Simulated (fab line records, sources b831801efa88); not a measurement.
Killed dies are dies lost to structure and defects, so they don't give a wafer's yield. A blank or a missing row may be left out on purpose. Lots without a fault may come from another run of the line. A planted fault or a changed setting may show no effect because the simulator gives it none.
One fault seen from 2 desks | flow sky130 | each desk has only its own numbers; what lay behind them comes last

THE TOOL OWNER'S DESK: rie_diel-04
The tool's own readings at SKY_VIA2_ETCH_14 (etches BARC in N2/H2, stops on SiO2, time 45.9 s, target depth 60 nm): means of the sampled wafers that have a number, for each lot that ran on this tool. A lot is out of limits, marked OUT, if its mean lies more than 4 standard deviations from the usual mean; the brackets give that distance.
Columns: A = drypump_motor_current_A at SKY_VIA2_ETCH_14, usual 5.7 A; B = oes_product_au at SKY_VIA2_ETCH_14, usual 0.854 a.u.; C = run_length_s at SKY_VIA2_ETCH_14, usual 74.2 s; D = throttle_valve_pct at SKY_VIA2_ETCH_14, usual 13.224 %
lot  | first seen here | A   | B                | C               | D
L289 | day 39 19:59    | 6.0 | 0.925 (+15) OUT  | 70.3 (-8.6) OUT | 13.223
L291 | day 40 14:25    | 5.6 | 0.880 (+5.6) OUT | 72.7            | 13.232
L301 | day 43 03:05    | 5.4 | 0.851            | 74.2            | 13.228
This desk's finding: out of limits on L289, L291; first on L289, day 39 19:59 (oes_product_au at SKY_VIA2_ETCH_14). In limits: L301.

THE METROLOGY DESK
What the gauges read, lot by lot, whatever tool the lot ran on: means of the sampled wafers that have a number. A lot is out of limits, marked OUT, if its mean lies more than 4 standard deviations from the usual mean; the brackets give that distance.
Columns: A = VIA2_BOW at SKY_VIA2_BOW_MEAS_03, usual 85 um; B = cd_nm at SKY_VIA2_CD_MEAS_12, usual 200.2 nm; C = VIA2_OVL at SKY_VIA2_OVL_MEAS_13, usual -5 nm
lot  | first seen here | A  | B     | C
L278 | day 35 07:21    | 81 | 199.0 | -11
L289 | day 38 18:53    | 88 | 201.1 | -8
L291 | day 39 13:26    | 84 | 199.4 | -1
L293 | day 40 03:32    | 91 | 201.0 | 2
L294 | day 40 06:35    | 82 | 202.4 | -1
L301 | day 42 03:36    | 85 | 199.4 | -6
This desk's finding: nothing out of limits on any of the 6 lots.

PUT TOGETHER
The tool owner's desk could have raised an alarm at day 39 19:59, on L289, L291.
The metrology desk saw nothing out of limits.
The metrology desk has L289, L291 on record, within its limits.
Of the lots named, all ran SKY_VIA2_ETCH_14 on rie_diel-04.

WHAT THE SIMULATOR HAD PUT IN
Process parameter drift: rie_diel-04, from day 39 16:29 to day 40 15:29, at SKY_VIA2_ETCH_14. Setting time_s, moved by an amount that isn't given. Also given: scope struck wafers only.
Lots struck among those shown: L289, L291.
Hours from the fault's start to each desk's first reading out of limits: the tool owner's desk, 4.
